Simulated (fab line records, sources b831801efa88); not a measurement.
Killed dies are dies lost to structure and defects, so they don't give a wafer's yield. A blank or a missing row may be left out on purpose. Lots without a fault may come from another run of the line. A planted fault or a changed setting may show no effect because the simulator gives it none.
Chamber matching | flow sky130 | SKY_VIA4_CMP_21 on cmp-02: 4 sister chambers
The step polishes, stops on SiO2, t overpolish 25 s, target thk 0 nm. 4 wafers are shown with their chamber, then 9 later ones without.

WAFERS WITH THEIR CHAMBER
wafer  | chamber | motor_current_A (A)
L699.3 | 3       | 11.7
L703.6 | 0       | 9.7
L707.2 | 1       | 10.5
L707.5 | 2       | 10.5

WAFERS WITHOUT THEIR CHAMBER
wafer  | motor_current_A (A)
L708.4 | 9.9
L708.5 | 12.1
L708.6 | 10.5
L709.2 | 11.5
L709.3 | 10.4
L709.6 | 10.0
L716.2 | 10.9
L716.3 | 10.5
L716.6 | 10.4

WHICH CHAMBER EACH WENT THROUGH
wafer  | from the rows above          | in truth
L708.4 | can't be placed: 0 or 1 or 2 | 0
L708.5 | 3                            | 3
L708.6 | can't be placed: 1 or 2      | 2
L709.2 | 3                            | 3
L709.3 | can't be placed: 1 or 2      | 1
L709.6 | can't be placed: 0 or 1 or 2 | 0
L716.2 | can't be placed: 1 or 2 or 3 | 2
L716.3 | can't be placed: 1 or 2      | 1
L716.6 | can't be placed: 1 or 2      | 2
Placed correctly: 2 of 9. Can't be placed from these rows: 7 (the true chamber is among the candidates in 7). Placed wrongly: 0.
How it was worked out, from the rows above alone: a wafer's distance from a chamber is the root of the sum, over the readings, of the square of ((its reading less the chamber's mean) divided by the reading's scatter). The wafer belongs to the nearest chamber; if the next one is less than 2 further off, it can't be placed. A chamber's mean is the mean of its shown wafers. The scatter: with one shown wafer a chamber, the root of the mean of the squares of how far each hidden wafer lies from its nearest shown one.
